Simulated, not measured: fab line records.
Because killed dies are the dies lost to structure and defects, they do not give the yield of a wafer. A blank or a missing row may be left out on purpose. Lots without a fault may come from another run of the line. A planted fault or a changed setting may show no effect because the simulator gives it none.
fab line records	flow sky130
record: lots: 5	wafers: 15	last_day: 50
route steps=708 shown METAL5@671 PASSIVATION@681 PAD_OPEN@694
lots untouched by any fault: they come from a run of this same line in which no faults occurred
start_h: the number of hours between the record's first day and the start of the first shown wafer of the lot	wait_h: how many hours have passed since the lot's step before this one	" repeats the value in the row above	L1.1+2: one row covering several wafers at once	- either no value or no given start	* or withheld: withheld	< > ~ a bound
route shown NAME@n: a module of which the file shows steps, and the number in the route of the first	usual: mean/standard deviation taken from wafers without a fault	same: alike in all rows	chamber/n: place in a boat	sites: the reading at each site	_std_site: standard deviation across them	_edge_site: the outer-site mean with the inner-site mean subtracted	radius_mm: for every site, how far away it sits from the centre of the wafer	mask NAME#n: copy n	behind: tool/chamber where the wafer was last shaped	hold: why the lot went on hold/how many hours it stayed there/how the hold came to an end	device: transistor that didn't switch, given as n, p or np	end of line: at the end of the route, the tests of the same wafers	a step with no rows: only its recipe	killed: the dies lost at the first sort to structure and to defects; this is not the yield of the wafer	map: dies across one wafer; x = killed, . = not, _ = none there
set.NAME: the setting as run; set.NAME@STEP: as run at that earlier step	model.NAME: the simulator's own value behind a step, which no gauge read
lots at selected steps of the route; one table per step, one row per wafer
services: the hour from which a tool's chamber was out of use, counted from the record's first day as start_h (under 0 if before that day), plus the number of hours and why
== steps ==
step: SKY_METAL5_SOFTBAKE_10
recipe: temp_c: 90	time_s: 60	resist: NOVOLAK
step: SKY_METAL5_EXPOSE_11
recipe: mask_id: MM5	na: 0.6	source_shape: conventional	sigma_outer: 0.6	polarization: unpolarized	target_cd_nm: 1600	dose_mj: 190
step: SKY_METAL5_PEB_12
recipe: temp_c: withheld	time_s: *	resist: NOVOLAK
step: SKY_METAL5_DEVELOP_13
recipe: resist: NOVOLAK	developer: TMAH	develop_time_s: 60	dev_temp_c: 23
step: SKY_METAL5_DESCUM_14
recipe: chemistry: O2	source_power_w: 150	bias_power_w: 0	pressure_mtorr: 10	temp_c: 40	time_s: 11
usual: drypump_motor_current_A: 6.0/0.58	oes_product_au: 0.998/0.011
lot.wafer	tool	chamber	start_h	wait_h	drypump_motor_current_A	oes_product_au	rf_hours_counter_h
L153.1	rie_metal-02	0	1041.80	0.1	6.8	1.010	11
L153.2	"	1	"	"	6.4	1.006	8
L153.5	"	1	"	"	6.3	1.016	-
L156.4	rie_metal-02	1	1047.01	0.1	6.3	1.001	-
L156.5	"	0	"	"	6.8	0.990	-
L156.6	"	1	"	"	6.3	0.999	-
L165.2	rie_metal-02	0	1107.41	0.1	6.8	1.005	15
L165.3	"	1	"	"	6.4	1.012	-
L165.6	"	0	"	"	6.8	0.991	-
L173.1	rie_metal-04	1	1149.55	0.1	5.0	0.994	18
L173.3	"	0	"	"	6.3	1.010	-
L173.5	"	0	"	"	6.3	1.002	-
L176.2	rie_metal-02	0	1158.85	0.1	6.8	0.995	19
L176.3	"	1	"	"	6.3	1.009	-
L176.6	"	1	"	"	6.4	1.004	-
step: SKY_METAL5_METAL_ETCH_15
recipe: target_depth_a: 12600	stop_on: SiO2	over_etch_frac: 0.2	time_s: 252	chemistry: Cl2/BCl3	resist_sidewall_deg: 86	pressure_mtorr: 10	icp_w: 900	bias_w: 48.5	Cl2_flow_sccm: 60	bcl3_flow_sccm: 30
usual: drypump_motor_current_A: 6.0/0.59	oes_product_au: 0.894/0.0051	throttle_valve_pct: 22.264/0.0084
lot.wafer	tool	chamber	start_h	wait_h	drypump_motor_current_A	oes_product_au	rf_hours_counter_h	throttle_valve_pct
L153.1	rie_metal-02	0	1041.83	0.0	6.8	0.896	11	22.261
L153.2	"	1	"	"	6.3	0.896	8	22.258
L153.5	"	1	"	"	6.4	0.898	-	22.256
L156.4	rie_metal-02	1	1047.11	0.1	6.4	0.885	-	22.270
L156.5	"	0	"	"	6.8	0.891	-	22.266
L156.6	"	1	"	"	6.4	0.885	-	22.256
L165.2	rie_metal-02	0	1107.44	0.0	6.8	0.894	15	22.268
L165.3	"	1	"	"	6.3	0.891	-	22.257
L165.6	"	0	"	"	6.8	0.889	-	22.266
L173.1	rie_metal-04	1	1149.58	0.0	5.1	0.889	18	22.260
L173.3	"	0	"	"	6.3	0.884	-	22.266
L173.5	"	0	"	"	6.3	0.880	-	22.255
L176.2	rie_metal-02	0	1158.88	0.0	6.8	0.890	19	22.262
L176.3	"	1	"	"	6.4	0.899	-	22.265
L176.6	"	1	"	"	6.4	0.893	-	22.261
step: SKY_METAL5_STRIP_16
recipe: chemistry: O2/N2	power_w: 1400	pressure_mtorr: 1500	platen_temp_c: withheld	o2_flow_sccm: 3000	n2_flow_sccm: 300	overash_fraction: 0.5
step: SKY_METAL5_STRIP_17
recipe: chemistry: post_etch_residue_remover	time_s: 1200	temp_c: 72.5
step: SKY_METAL5_CLEAN_18
recipe: chemistry: IPA	time_s: 180	temp_c: 25
step: SKY_METAL5_CLEAN_19
recipe: chemistry: O3/DIW	dry: n2_spin
step: SKY_PASSIVATION_CVD_00
recipe: material: SiO2	target_thk_nm: 90	temp_c: 400	time_s: withheld	rf_w: 600
usual: heater_power_w: 689/110
lot.wafer	tool	chamber	start_h	wait_h	heater_power_w
L153.1	pecvd-04	1	1042.69	0.0	742
L153.2	"	2	"	"	789
L153.5	"	2	"	"	800
L156.4	pecvd-03	1	1047.92	0.0	667
L156.5	"	2	"	"	551
L156.6	"	1	"	"	666
L165.2	pecvd-01	2	1108.78	0.0	634
L165.3	"	1	"	"	560
L165.6	"	2	"	"	657
L173.1	pecvd-03	2	1150.42	0.0	670
L173.3	"	1	"	"	548
L173.5	"	1	"	"	564
L176.2	pecvd-04	1	1159.79	0.0	698
L176.3	"	0	"	"	559
L176.6	"	2	"	"	672
step: SKY_PASSIVATION_THK_MEAS_01
recipe: reads: SiO2_of_PASSIVATION_CVD_00
usual: PASSIVATION_CVD_00_THK: 90.1/1.2
lot.wafer	tool	chamber	start_h	wait_h	PASSIVATION_CVD_00_THK[nm]
L153.1	film_metro-04	-	1042.71	-	90.5
L153.2	"	-	"	"	89.8
L153.5	"	-	"	"	92.1
L156.4	film_metro-04	-	1047.97	-	89.2
L156.5	"	-	"	"	90.5
L156.6	"	-	"	"	90.2
L165.2	film_metro-04	-	1108.81	-	90.1
L165.3	"	-	"	"	88.2
L165.6	"	-	"	"	91.6
L173.1	film_metro-01	-	1150.44	-	88.2
L173.3	"	-	"	"	89.7
L173.5	"	-	"	"	89.9
L176.2	film_metro-04	-	1159.83	-	87.6
L176.3	"	-	"	"	89.7
L176.6	"	-	"	"	90.1
step: SKY_PASSIVATION_CVD_02
recipe: material: Si3N4	target_thk_nm: 540	temp_c: 400	time_s: withheld	rf_w: 450
usual: heater_power_w: 722/100
lot.wafer	tool	chamber	start_h	wait_h	heater_power_w	model.Si3N4_of_PASSIVATION_CVD_02.thk_nm
L153.1	pecvd-03	1	1042.77	0.1	628	533.3
L153.2	"	2	"	"	612	533.8
L153.5	"	2	"	"	705	544.2
L156.4	pecvd-04	0	1048.11	0.1	661	544.1
L156.5	"	1	"	"	846	542.2
L156.6	"	2	"	"	839	553.7
L165.2	pecvd-04	2	1108.86	0.0	741	549.4
L165.3	"	0	"	"	639	739
L165.6	"	1	"	"	691	558.4
L173.1	pecvd-01	1	1150.50	0.1	583	540.7
L173.3	"	0	"	"	886	539.2
L173.5	"	0	"	"	927	540
L176.2	pecvd-01	1	1159.88	0.0	696	535.7
L176.3	"	2	"	"	689	534.8
L176.6	"	1	"	"	540	546.7
step: SKY_PASSIVATION_THK_MEAS_03
recipe: reads: Si3N4_of_PASSIVATION_CVD_02
usual: PASSIVATION_CVD_02_THK: 540/6.9
lot.wafer	tool	chamber	start_h	wait_h	PASSIVATION_CVD_02_THK[nm]
L153.1	film_metro-03	-	1043.11	-	533
L153.2	"	-	"	"	534
L153.5	"	-	"	"	544
L156.4	film_metro-01	-	1048.26	-	544
L156.5	"	-	"	"	542
L156.6	"	-	"	"	554
L165.2	film_metro-01	-	1109.10	-	550
L165.3	"	-	"	"	739
L165.6	"	-	"	"	559
L173.1	film_metro-03	-	1150.72	-	541
L173.3	"	-	"	"	539
L173.5	"	-	"	"	541
L176.2	film_metro-01	-	1160.11	-	536
L176.3	"	-	"	"	535
L176.6	"	-	"	"	547
step: SKY_PASSIVATION_DEHYDRATE_04
recipe: temp_c: 200	time_s: 60
step: SKY_PASSIVATION_HMDS_05
recipe: prime_time_s: 60	prime_temp_c: 120
step: SKY_PASSIVATION_COAT_06
recipe: spin_rpm: 2000	resist_thk_nm: 3000
step: SKY_PASSIVATION_SOFTBAKE_07
recipe: temp_c: 110	time_s: withheld
step: SKY_PASSIVATION_EXPOSE_08
recipe: mask_id: NSM	target_cd_nm: 3000	na: 0.57	dose_mj: 260
step: SKY_PASSIVATION_PEB_09
recipe: temp_c: 115	time_s: withheld
step: SKY_PASSIVATION_DEVELOP_10
recipe: develop_time_s: 60	dev_temp_c: 23
step: SKY_PASSIVATION_ETCH_11
recipe: chemistry: CF4/O2	target_depth_nm: 725	stop_on: AlCu	source_w: 800	bias_w: 150	pressure_mtorr: 150	cf4_flow_sccm: 80	O2_flow_sccm: 10	time_s: 161.1
usual: drypump_motor_current_A: 5.8/0.4	oes_product_au: 0.977/0.0076	throttle_valve_pct: 5.964/0.0092
lot.wafer	tool	chamber	start_h	wait_h	drypump_motor_current_A	oes_product_au	rf_hours_counter_h	throttle_valve_pct	model.PASSIVATION.feature_depth_nm	model.etch.depth_nm
L153.1	rie_diel-01	2	1065.29	-	5.7	0.971	7	5.955	698	698
L153.2	"	3	"	"	5.9	0.967	14	5.967	698.3	698.3
L153.5	"	3	"	"	5.9	0.989	-	5.973	710.8	710.8
L156.4	rie_diel-04	0	1070.74	-	6.3	0.972	17	5.952	703.3	703.3
L156.5	"	3	"	"	5.2	0.986	-	5.955	706.5	706.5
L156.6	"	2	"	"	5.6	0.986	-	5.967	717.9	717.9
L165.2	rie_diel-04	0	1128.84	-	6.3	0.978	19	5.961	713.8	713.8
L165.3	"	1	"	"	6.5	0.995	15	5.956	729.4	729.4
L165.6	"	1	"	"	6.4	0.999	-	5.967	724.3	724.3
L173.1	rie_diel-04	1	1168.44	-	6.5	0.977	16	5.959	703.3	703.3
L173.3	"	3	"	"	5.2	0.982	18	5.964	703.3	703.3
L173.5	"	2	"	"	5.7	0.980	-	5.980	704.3	704.3
L176.2	rie_diel-01	3	1177.54	-	5.9	0.968	19	5.947	697	697
L176.3	"	1	"	"	5.4	0.966	17	5.961	699.6	699.6
L176.6	"	0	"	"	6.0	0.988	-	5.975	710.7	710.7
step: SKY_PASSIVATION_STRIP_12
recipe: chemistry: O2/N2	power_w: 1400	pressure_mtorr: 1500	platen_temp_c: withheld	overash_fraction: 0.7	o2_flow_sccm: 3000	n2_flow_sccm: 300
usual: drypump_motor_current_A: 5.84/0.29	oes_product_au: 0.661/0.0045	strip_time_to_endpoint_s: 31.49/0.14
lot.wafer	tool	chamber	start_h	wait_h	drypump_motor_current_A	oes_product_au	rf_hours_counter_h	strip_time_to_endpoint_s
L153.1	plasma_asher-02	0	1065.40	0.1	5.88	0.661	94	31.60
L153.2	"	1	"	"	5.75	0.665	94	31.62
L153.5	"	1	"	"	5.81	0.665	-	31.65
L156.4	plasma_asher-02	0	1070.88	0.1	5.86	0.671	-	31.80
L156.5	"	1	"	"	5.76	0.669	-	31.75
L156.6	"	0	"	"	5.87	0.662	-	31.52
L165.2	plasma_asher-01	0	1128.94	0.1	5.92	0.664	71	31.60
L165.3	"	1	"	"	6.20	0.664	-	31.46
L165.6	"	1	"	"	6.19	0.655	-	31.42
L173.1	plasma_asher-01	1	1168.54	0.1	6.22	0.666	75	31.36
L173.3	"	0	"	"	5.91	0.659	-	31.32
L173.5	"	1	"	"	6.22	0.659	-	31.39
L176.2	plasma_asher-03	0	1177.64	0.1	6.06	0.665	42	31.56
L176.3	"	1	"	"	5.29	0.652	-	31.65
L176.6	"	0	"	"	6.05	0.664	-	31.77
step: SKY_PAD_OPEN_DEHYDRATE_00
recipe: temp_c: 200	time_s: 60
step: SKY_PAD_OPEN_HMDS_01
recipe: prime_time_s: 60	prime_temp_c: 120
step: SKY_PAD_OPEN_COAT_02
recipe: spin_rpm: 2000	resist_thk_nm: 3000
step: SKY_PAD_OPEN_SOFTBAKE_03
recipe: temp_c: 110	time_s: withheld
step: SKY_PAD_OPEN_EXPOSE_04
recipe: mask_id: PDM	target_cd_nm: 60000	na: 0.57	dose_mj: 260
step: SKY_PAD_OPEN_PEB_05
recipe: temp_c: 115	time_s: withheld
step: SKY_PAD_OPEN_DEVELOP_06
recipe: develop_time_s: 60	dev_temp_c: 23
step: SKY_PAD_OPEN_ETCH_07
recipe: chemistry: CF4/O2	target_depth_nm: 725	stop_on: AlCu	source_w: 800	bias_w: 150	pressure_mtorr: 150	cf4_flow_sccm: 80	O2_flow_sccm: 10	time_s: 161.1
usual: drypump_motor_current_A: 5.8/0.35	oes_product_au: 0.977/0.0073	throttle_valve_pct: 5.965/0.0092
lot.wafer	tool	chamber	start_h	wait_h	drypump_motor_current_A	oes_product_au	rf_hours_counter_h	throttle_valve_pct	model.PAD_OPEN.feature_depth_nm	model.etch.depth_nm
L153.1	rie_diel-01	1	1086.51	-	5.4	0.977	14	5.979	698	698
L153.2	"	2	"	"	5.7	0.971	8	5.944	698.3	698.3
L153.5	"	2	"	"	5.7	0.980	-	5.973	710.8	710.8
L156.4	rie_diel-02	2	1092.34	-	5.4	0.979	28	5.965	707.7	707.7
L156.5	"	1	"	"	5.9	0.983	-	5.981	706.5	706.5
L156.6	"	2	"	"	5.4	0.990	-	5.964	717.9	717.9
L165.2	rie_diel-02	0	1147.75	-	6.0	0.981	14	5.967	713.6	713.6
L165.3	"	3	"	"	6.1	0.995	32	5.975	724.4	724.4
L165.6	"	1	"	"	5.9	0.992	-	5.969	724.3	724.3
L173.1	rie_diel-03	0	1184.81	-	6.4	0.978	30	5.966	703.3	703.3
L173.3	"	2	"	"	6.2	0.980	31	5.963	703.3	703.3
L173.5	"	3	"	"	5.7	0.977	-	5.984	704.3	704.3
L176.2	rie_diel-01	1	1193.14	-	5.5	0.972	17	5.960	697	697
L176.3	"	2	"	"	5.7	0.974	12	5.967	699.6	699.6
L176.6	"	1	"	"	5.5	0.976	-	5.952	710.7	710.7
step: SKY_PAD_OPEN_STRIP_08
recipe: chemistry: O2/N2	power_w: 1400	pressure_mtorr: 1500	platen_temp_c: withheld	overash_fraction: 0.7	o2_flow_sccm: 3000	n2_flow_sccm: 300
usual: drypump_motor_current_A: 5.9/0.3	oes_product_au: 0.662/0.0046
lot.wafer	tool	chamber	start_h	wait_h	drypump_motor_current_A	oes_product_au	rf_hours_counter_h
L153.1	plasma_asher-01	1	1086.62	0.1	6.2	0.665	67
L153.2	"	0	"	"	5.9	0.652	67
L153.5	"	1	"	"	6.2	0.671	-
L156.4	plasma_asher-03	1	1092.48	0.1	5.3	0.655	-
L156.5	"	0	"	"	6.1	0.659	-
L156.6	"	1	"	"	5.3	0.663	-
L165.2	plasma_asher-01	0	1147.86	0.1	5.9	0.661	73
L165.3	"	0	"	"	5.9	0.655	-
L165.6	"	1	"	"	6.2	0.665	-
L173.1	plasma_asher-03	1	1184.92	0.1	5.3	0.667	43
L173.3	"	1	"	"	5.3	0.675	-
L173.5	"	1	"	"	5.3	0.668	-
L176.2	plasma_asher-01	0	1193.25	0.1	5.9	0.664	77
L176.3	"	0	"	"	5.9	0.658	-
L176.6	"	1	"	"	6.2	0.665	-
step: SKY_PAD_OPEN_STRIP_09
recipe: chemistry: post_etch_residue_remover	time_s: 1200	temp_c: 72.5
usual: bath_guard_temp_C: 72.5/0.51
lot.wafer	tool	chamber	start_h	wait_h	bath_guard_temp_C	model.Si3N4_of_PASSIVATION_CVD_02.thk_nm
L153.1	wet_bench-03	0	1086.72	0.1	72.6	532.9
L153.2	"	0	"	"	72.4	533.5
L153.5	"	0	"	"	72.4	543.8
L156.4	wet_bench-03	2	1092.55	0.0	71.5	543.7
L156.5	"	2	"	"	71.5	541.9
L156.6	"	2	"	"	71.5	553.4
L165.2	wet_bench-01	3	1147.96	0.1	73.2	549
L165.3	"	3	"	"	72.9	738.6
L165.6	"	3	"	"	73.1	558.1
L173.1	wet_bench-01	2	1185.02	0.1	73.1	540.3
L173.3	"	2	"	"	72.6	538.8
L173.5	"	2	"	"	72.4	539.6
L176.2	wet_bench-01	2	1193.35	0.1	72.5	535.3
L176.3	"	2	"	"	72.2	534.4
L176.6	"	2	"	"	72.3	546.3
step: SKY_PAD_OPEN_CLEAN_10
recipe: chemistry: IPA	time_s: 180	temp_c: 25
step: SKY_PAD_OPEN_PROBE_99
usual: defect_limited_yield: 82.3/2	killed_at_M0_to_M3: 43/7.3	killed_at_M4_up: 3.1/1.7	killed_at_contacts: 25/5.3	killed_at_front_end: 15/4.3	killed_at_other: 0.2/0.54	killed_dies: 87/10	killed_on_rim: 17/3.9	killed_open: 48/7.6	killed_short: 38/6.1	sort_bin_3_pad_short: 0.9/0.42	sort_bin_5_function: 10.5/1.5	sort_bin_6_memory: 6.3/1.2	sort_n_pass: 405/10	sort_yield_pct: 82.3/2
same: gross_dies: 492	killed_at_back_side: 0	sort_bin_4_leakage[%]: 0	sort_bin_8_speed[%]: 0
lot.wafer	tool	chamber	start_h	wait_h	defect_limited_yield[%]	killed_at_M0_to_M3	killed_at_M4_up	killed_at_contacts	killed_at_front_end	killed_at_other	killed_dies	killed_on_rim	killed_open	killed_short	sort_bin_3_pad_short[%]	sort_bin_5_function[%]	sort_bin_6_memory[%]	sort_n_pass	sort_yield_pct[%]
L153.1	prober-02	-	1088.83	0.1	81.5	42	6	28	15	0	91	16	43	48	0.6	12.6	5.3	401	81.5
L153.2	prober-02	-	1088.88	0.1	83.1	45	2	23	13	0	83	18	47	36	0.6	9.6	6.7	409	83.1
L153.5	prober-02	-	1089.03	0.2	82.1	51	2	17	18	0	88	14	53	35	1.0	10.4	6.5	404	82.1
L165.2	prober-02	-	1150.12	0.1	83.9	38	2	22	17	0	79	16	45	32	0.6	10.2	5.3	413	83.9
L165.3	prober-02	-	1150.17	0.2	82.5	48	3	18	16	1	86	17	52	34	1.2	8.9	7.3	406	82.5
L165.6	prober-02	-	1150.32	0.2	80.7	51	2	27	15	0	95	18	63	32	0.6	10.0	8.7	397	80.7
L176.2	prober-02	-	1195.51	0.1	82.9	44	3	26	11	0	84	19	55	26	0.4	9.8	6.9	408	82.9
L176.3	prober-02	-	1195.56	0.2	82.1	40	5	28	14	1	88	16	51	36	0.8	9.3	7.7	404	82.1
L176.6	prober-02	-	1195.71	0.2	83.7	52	0	19	9	0	80	20	47	33	0.4	9.1	6.7	412	83.7
killed by level:class
L153.1 CONTACT:geometric_particle:open=11 METAL1:geometric_particle:short=8 VIA1:geometric_particle:open=7 FIELD_ISO:geometric_particle:short=6 LI_CONTACT:geometric_particle:open=6 METAL2:geometric_particle:short=6 LOCAL_INTERCONNECT:geometric_particle:short=5 CONTACT:geometric_particle:short=5
L153.2 CONTACT:geometric_particle:open=9 VIA1:geometric_particle:open=9 VIA3:geometric_particle:open=7 FIELD_ISO:geometric_particle:short=6 VIA2:geometric_particle:open=6 METAL2:geometric_particle:short=6 METAL1:geometric_particle:short=5 POLY_GATE:geometric_particle:open=4
L153.5 VIA1:geometric_particle:open=11 CONTACT:geometric_particle:open=10 VIA2:geometric_particle:open=9 VIA3:geometric_particle:open=8 METAL1:geometric_particle:short=7 METAL2:geometric_particle:short=5 POLY_GATE:geometric_particle:open=4 POLY_GATE:geometric_particle:short=4
L165.2 VIA1:geometric_particle:open=8 POLY_GATE:geometric_particle:short=7 LI_CONTACT:geometric_particle:open=7 VIA3:geometric_particle:open=6 CONTACT:geometric_particle:open=6 CONTACT:geometric_particle:short=6 VIA2:geometric_particle:open=6 METAL2:geometric_particle:short=4
L165.3 VIA1:geometric_particle:open=13 METAL2:geometric_particle:short=8 CONTACT:geometric_particle:open=7 POLY_GATE:geometric_particle:open=6 VIA3:geometric_particle:open=6 FIELD_ISO:geometric_particle:short=5 METAL2:geometric_particle:open=5 LI_CONTACT:geometric_particle:open=4
L165.6 VIA1:geometric_particle:open=15 CONTACT:geometric_particle:open=11 LI_CONTACT:geometric_particle:open=9 VIA3:geometric_particle:open=8 VIA2:geometric_particle:open=6 VIA1:geometric_particle:short=5 POLY_GATE:geometric_particle:short=4 POLY_GATE:geometric_particle:open=4
L176.2 VIA1:geometric_particle:open=13 CONTACT:geometric_particle:open=12 VIA3:geometric_particle:open=8 LI_CONTACT:geometric_particle:open=6 VIA2:geometric_particle:open=5 LI_CONTACT:geometric_particle:short=4 VIA1:geometric_particle:short=3 METAL2:geometric_particle:short=3
L176.3 VIA2:geometric_particle:open=13 CONTACT:geometric_particle:open=11 LI_CONTACT:geometric_particle:open=6 LOCAL_INTERCONNECT:geometric_particle:short=5 VIA1:geometric_particle:open=5 POLY_GATE:geometric_particle:open=4 METAL1:geometric_particle:short=4 VIA2:geometric_particle:short=4
L176.6 VIA1:geometric_particle:open=11 VIA3:geometric_particle:open=9 CONTACT:geometric_particle:open=7 METAL1:geometric_particle:short=7 LI_CONTACT:geometric_particle:open=6 VIA1:geometric_particle:short=6 VIA2:geometric_particle:open=5 METAL2:geometric_particle:short=5
== services ==
tool	chamber	start_h	hours	kind
rie_diel-03	-	1019.74	0.2	repair
rie_diel-01	-	1028.57	14.6	pm
rie_metal-04	-	1036.59	3.5	repair
pecvd-03	0	1042.59	13.5	repair
pecvd-01	2	1045.85	13.7	repair
rie_diel-02	2	1049.43	22.2	repair
rie_diel-04	0	1053.76	2.7	repair
rie_diel-01	2	1056.26	1.8	repair
rie_diel-04	-	1091.89	1.8	repair
rie_diel-04	3	1096.90	9.2	repair
pecvd-01	-	1101.85	0.8	repair
rie_diel-02	-	1106.42	1.5	repair
pecvd-04	-	1109.09	6.0	pm
rie_metal-02	-	1110.96	1.4	pm
pecvd-01	2	1116.59	2.3	repair
rie_diel-04	3	1116.70	10.8	repair
rie_diel-04	3	1131.17	11.4	repair
rie_diel-04	1	1137.17	5.8	repair
rie_diel-02	0	1141.75	4.4	repair
rie_diel-02	0	1151.78	4.5	repair
pecvd-03	-	1158.33	6.0	pm
plasma_asher-01	-	1160.74	1.7	repair
pecvd-03	-	1184.36	2.8	pm
plasma_asher-03	-	1192.66	0.8	repair
== key ==
first_sign: step: SKY_PASSIVATION_THK_MEAS_03	reading: PASSIVATION_CVD_02_THK	direction: up	sigmas: 29	usual: 540	struck: 739
effect none on later readings
model_effect: step: SKY_PASSIVATION_CVD_02	value: Si3N4_of_PASSIVATION_CVD_02.thk_nm	without: 535.7	struck: 739
model_effect: step: SKY_PASSIVATION_ETCH_11	value: PASSIVATION.feature_depth_nm	without: 698.3	struck: 729.4
model_effect: step: SKY_PAD_OPEN_ETCH_07	value: PAD_OPEN.feature_depth_nm	without: 698.3	struck: 724.4
model_effect: step: SKY_PAD_OPEN_STRIP_09	value: Si3N4_of_PASSIVATION_CVD_02.thk_nm	without: 535.3	struck: 738.6
met_at SKY_PASSIVATION_CVD_02
struck_wafers L165.3
onset_between 1048.11 1108.86
fault: kind: process_parameter_drift	tool: pecvd-04	chamber: 0	onset_h: 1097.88	steps: SKY_PASSIVATION_CVD_02	channel: target_thk_nm	offset: 204.81	shape: step	end_h: 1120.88	acts_in: these_recipes_only	stated: 540
